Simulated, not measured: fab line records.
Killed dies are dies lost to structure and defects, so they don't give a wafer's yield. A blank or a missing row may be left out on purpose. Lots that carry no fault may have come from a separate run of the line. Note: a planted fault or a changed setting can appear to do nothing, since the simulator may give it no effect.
One fault through the eyes of 2 desks    flow gf180mcu    each desk has only its own numbers; what lay behind them comes last

THE TOOL OWNER'S DESK: cvd-w-01
The tool's own readings at GF_V3_CVD_23 (deposits W, target thk 350 nm, time 104.9 s): means of the sampled wafers that have a number, for each lot that ran on this tool. A lot is out of limits, marked OUT, if its mean lies more than 4 standard deviations from the usual mean; the brackets give that distance.
Columns: A = heater-power-w at GF_V3_CVD_23, usual 828 W
lot   first seen here  A
L113  day 23 06:23     790
L119  day 25 07:58     786
L120  day 25 09:49     787
L129  day 28 14:31     790
L130  day 28 22:24     782
L131  day 29 05:17     775
L132  day 29 11:53     781
Result from this desk: across the 7 lots, nothing is out of limits.

THE METROLOGY DESK
Lot by lot, what the gauges showed, no matter which tool ran the lot: averages of those sampled wafers that carry a number. A lot is out of limits, marked OUT, if its mean lies more than 4 standard deviations from the usual mean; the brackets give that distance.
Columns: A = M3_ALCU_THK at GF_M3_THK_MEAS_06, usual 451 nm; B = V3_W_RS at GF_V3_RS_MEAS_24, usual 0.329 ohm/sq; C = V3_W_THK at GF_V3_THK_MEAS_25, usual 343 nm
lot   first seen here  A    B                 C
L112  day 20 21:32     460  0.331             342
L113  day 21 04:43     448  0.329             346
L115  day 21 21:33     453  0.328             344
L119  day 23 09:04     444  0.358 (+7.2) OUT  319 (-5.2) OUT
L120  day 23 12:13     442  0.354 (+6.0) OUT  325
L124  day 25 05:42     457  0.332             338
L129  day 26 19:34     455  0.325             348
L130  day 27 04:11     453  0.324             349
L131  day 27 11:04     446  0.329             341
L132  day 27 19:16     446  0.326             345
L133  day 27 21:27     453  0.331             339
L134  day 28 06:57     446  0.339             337
This desk's result: L119, L120 out of limits, first on L119 (V3_W_RS at GF_V3_RS_MEAS_24), day 25 08:04. L112, L113, L115, L124, L129, L130, L131, L132, L133, L134 stayed within limits.

TAKEN TOGETHER
An alarm was possible from the metrology desk at day 25 08:04, on L119, L120.
The desk of the tool owner found nothing out of limits.
On record at the tool owner's desk: L119, L120, within its limits.
Of the lots named, all ran GF_V3_CVD_23 on cvd-w-01.

WHAT THE SIMULATOR PUT IN
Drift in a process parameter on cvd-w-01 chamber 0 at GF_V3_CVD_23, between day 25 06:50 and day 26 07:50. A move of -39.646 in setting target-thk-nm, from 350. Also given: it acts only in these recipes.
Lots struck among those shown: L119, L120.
Time in hours between the start of the fault and the first out-of-limits reading at each desk: metrology desk, 1.
